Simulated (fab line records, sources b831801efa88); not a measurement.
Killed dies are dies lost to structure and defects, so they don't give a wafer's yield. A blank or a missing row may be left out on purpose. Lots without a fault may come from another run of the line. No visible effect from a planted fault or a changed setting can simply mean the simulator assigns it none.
One fault through the eyes of 2 desks	flow sky130	every desk sees just its own numbers, and what lay behind them comes last

## FROM THE METROLOGY DESK
Lot by lot, what the gauges showed, no matter which tool ran the lot: averages of those sampled wafers that carry a number. A lot is out of limits, marked OUT, if its mean lies more than 4 standard deviations from the usual mean; the brackets give that distance.
Columns: A = CONTACT_W_RS at SKY_CONTACT_RS_MEAS_25, usual 0.339 ohm/sq; B = CONTACT_W_THK at SKY_CONTACT_THK_MEAS_26, usual 343 nm
lot	first seen here	A	B
L677	day 33 00:32	0.334	348
L681	day 33 02:40	0.335	347
L682	day 33 03:22	0.338	343
L680	day 33 03:50	0.337	343
L685	day 34 14:22	0.339	341
L687	day 35 20:08	0.338	344
L689	day 35 23:34	0.416 (+20) OUT	278 (-16) OUT
L692	day 36 21:37	0.426 (+22) OUT	274 (-17) OUT
L691	day 36 22:25	0.341	342
L694	day 37 00:44	0.342	341
L697	day 38 07:59	0.336	346
This desk's finding: out of limits on L689, L692; first on L689, day 35 23:34 (CONTACT_W_RS at SKY_CONTACT_RS_MEAS_25). L677, L681, L682, L680, L685, L687, L691, L694, L697: within limits.

## TOOL OWNER'S DESK, cvdW-02
The tool's own readings at SKY_CONTACT_CVD_24 (deposits W, target thk 340 nm, time 102.12 s): means of the sampled wafers that have a number, for each lot that ran on this tool. A lot is out of limits, marked OUT, if its mean lies more than 4 standard deviations from the usual mean; the brackets give that distance.
Columns: A = heaterPowerW at SKY_CONTACT_CVD_24, usual 942 W
lot	first seen here	A
L677	day 33 00:26	1020
L682	day 33 03:14	972
L689	day 35 23:27	1015
L692	day 36 21:30	968
This desk found nothing out of limits on any of the 4 lots.

## ALL TOGETHER
On L689, L692, the metrology desk was in a position to raise an alarm at day 35 23:34.
Nothing out of limits was seen by the tool owner's desk.
The tool owner's desk has L689, L692 on record, within its limits.
Of the lots named, all ran SKY_CONTACT_CVD_24 on cvdW-02.

## WHAT WAS PUT IN BY THE SIMULATOR
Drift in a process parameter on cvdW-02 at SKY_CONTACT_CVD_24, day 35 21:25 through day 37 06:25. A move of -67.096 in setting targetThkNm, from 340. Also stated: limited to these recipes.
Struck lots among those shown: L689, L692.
Per desk, hours elapsed from the start of the fault to the first reading out of limits: for the metrology desk, 2.
